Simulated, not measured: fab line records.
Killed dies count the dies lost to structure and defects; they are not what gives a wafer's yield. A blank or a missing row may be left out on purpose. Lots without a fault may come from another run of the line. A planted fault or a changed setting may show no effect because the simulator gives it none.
One fault through the eyes of 2 desks | flow gf180mcu | what lay behind the numbers comes last; until then each desk has only its own

## THE METROLOGY DESK
Lot by lot, what the gauges showed, no matter which tool ran the lot: averages of those sampled wafers that carry a number. The brackets show how far a lot's mean lies from the usual mean; more than 4 standard deviations puts the lot out of limits, marked OUT.
Columns: A = MIM_ALCU_RS at GF_MIM_RS_MEAS_10, usual 0.1600 ohm/sq; B = MIM_ALCU_THK at GF_MIM_THK_MEAS_11, usual 201.4 nm
lot  | first seen here | A                 | B
L366 | day 24 11:50    | 0.1612            | 199.5
L368 | day 25 07:05    | 0.1584            | 204.6
L371 | day 26 04:55    | 0.1580            | 201.7
L372 | day 26 12:11    | 0.1592            | 203.4
L376 | day 27 17:05    | 0.1594            | 202.5
L380 | day 28 23:20    | 0.1625            | 197.5
L386 | day 30 12:14    | 0.1476 (-6.5) OUT | 219.5 (+7.2) OUT
L387 | day 30 20:06    | 0.1617            | 199.3
L388 | day 31 02:38    | 0.1611            | 199.9
This desk finds L386 out of limits, with the earliest case on L386 at day 30 12:14 (MIM_ALCU_RS at GF_MIM_RS_MEAS_10). L366, L368, L371, L372, L376, L380, L387, L388 stayed within limits.

## DESK OF THE TOOL OWNER: pvd sputter-01
The tool's own readings at GF_MIM_SPUTTER_08 (material AlCu, target thk 200 nm, time 10.6 s): means of the sampled wafers that have a number, for each lot that ran on this tool. The brackets show how far a lot's mean lies from the usual mean; more than 4 standard deviations puts the lot out of limits, marked OUT.
Columns: A = cathode dc power W at GF_MIM_SPUTTER_08, usual 10600 W; B = chamber pressure pa at GF_MIM_SPUTTER_08, usual 0.4001 Pa; C = throttle valve pct at GF_MIM_SPUTTER_08, usual 30.1 %
lot  | first seen here | A                       | B      | C
L366 | day 24 11:46    | 10599                   | 0.4008 | 29.2
L368 | day 25 07:02    | 10600                   | 0.4002 | 29.1
L371 | day 26 04:51    | 10600                   | 0.4004 | 30.0
L376 | day 27 17:01    | 10601                   | 0.4006 | 30.0
L380 | day 28 23:14    | 10598                   | 0.4009 | 30.4
L386 | day 30 12:11    | 11493 (+99 or more) OUT | 0.3994 | 29.6
This desk finds L386 out of limits, L386 being first, at day 30 12:11 (cathode dc power W at GF_MIM_SPUTTER_08). L366, L368, L371, L376, L380 stayed within limits.

## PUT TOGETHER
An alarm could have come from the tool owner's desk at day 30 12:11, on L386.
On L386, the metrology desk was in a position to raise an alarm at day 30 12:14.
Every lot named ran GF_MIM_SPUTTER_08 on pvd sputter-01.

## WHAT WAS PUT IN BY THE SIMULATOR
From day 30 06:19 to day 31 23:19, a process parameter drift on pvd sputter-01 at GF_MIM_SPUTTER_08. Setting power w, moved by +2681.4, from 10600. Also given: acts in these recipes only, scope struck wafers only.
Lots struck among those shown: L386.
Time in hours from fault onset to the first out-of-limits reading at each desk: tool owner's desk 6, metrology desk 6.
